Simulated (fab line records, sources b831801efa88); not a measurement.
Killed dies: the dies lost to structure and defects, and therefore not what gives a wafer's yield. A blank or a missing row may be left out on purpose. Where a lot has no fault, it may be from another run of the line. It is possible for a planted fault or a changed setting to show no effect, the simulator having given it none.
One fault seen from 2 desks -- flow gf180mcu -- each desk holds nothing but its own numbers, with what lay behind them at the end

AT THE METROLOGY DESK
Means of the sampled wafers that have a number, per lot and without regard to the tool the lot ran on: this is what the gauges read. Marked OUT: a lot whose mean sits more than 4 standard deviations from the usual mean, which makes it out of limits; the brackets give that distance.
Columns: A = V4_BOW at GF_V4_BOW_MEAS_05, usual 132 um; B = cd_nm at GF_V4_CD_MEAS_14, usual 260.2 nm; C = V4_OVL at GF_V4_OVL_MEAS_15, usual -2 nm
lot,first seen here,A,B,C
L865,day 24 09:24,133,258.5,-6
L866,day 24 16:25,136,262.0,-4
L875,day 27 07:36,141,260.8,-2
L877,day 28 00:37,112,260.5,5
L881,day 29 03:41,132,259.2,-5
L884,day 30 01:37,132,258.1,-10
Finding of this desk: none of the 6 lots has anything out of limits.

FOR THE TOOL OWNER'S DESK: rie_diel-01
The tool's own readings at GF_V4_ETCH_16 (etches BARC in N2/H2): means of the sampled wafers that have a number, for each lot that ran on this tool. Marked OUT: a lot whose mean sits more than 4 standard deviations from the usual mean, which makes it out of limits; the brackets give that distance.
Columns: A = bias_w at GF_V4_ETCH_16, usual 99.96 W; B = drypump_motor_current_A at GF_V4_ETCH_16, usual 5.6 A; C = oes_product_au at GF_V4_ETCH_16, usual 0.855 a.u.; D = throttle_valve_pct at GF_V4_ETCH_16, usual 13.225 %
lot,first seen here,A,B,C,D
L865,day 25 07:29,100.09,5.5,0.854,13.229
L866,day 25 14:45,99.96,4.9,0.861,13.229
L875,day 28 04:00,94.28 (-23) OUT,5.0,0.851,13.225
L877,day 28 19:58,97.26 (-11) OUT,5.3,0.855,13.225
Finding of this desk: L875, L877 out of limits; the first was L875 at day 28 04:00, on bias_w at GF_V4_ETCH_16. Within limits: L865, L866.

BROUGHT TOGETHER
At day 28 04:00, on L875, L877, the tool owner's desk was in a position to raise an alarm.
Nothing out of limits was seen by the metrology desk.
The metrology desk has L875, L877 on record, within its limits.
GF_V4_ETCH_16 was run on rie_diel-01 by each of the lots named.

WHAT HAD BEEN PUT IN BY THE SIMULATOR
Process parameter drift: rie_diel-01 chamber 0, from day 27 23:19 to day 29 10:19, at GF_V4_ETCH_16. From 100, the setting bias_w moved by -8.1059. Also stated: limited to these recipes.
Shown lots that were struck: L875, L877.
Delay in hours, fault start to first out-of-limits reading, by desk: the tool owner's desk at 5.
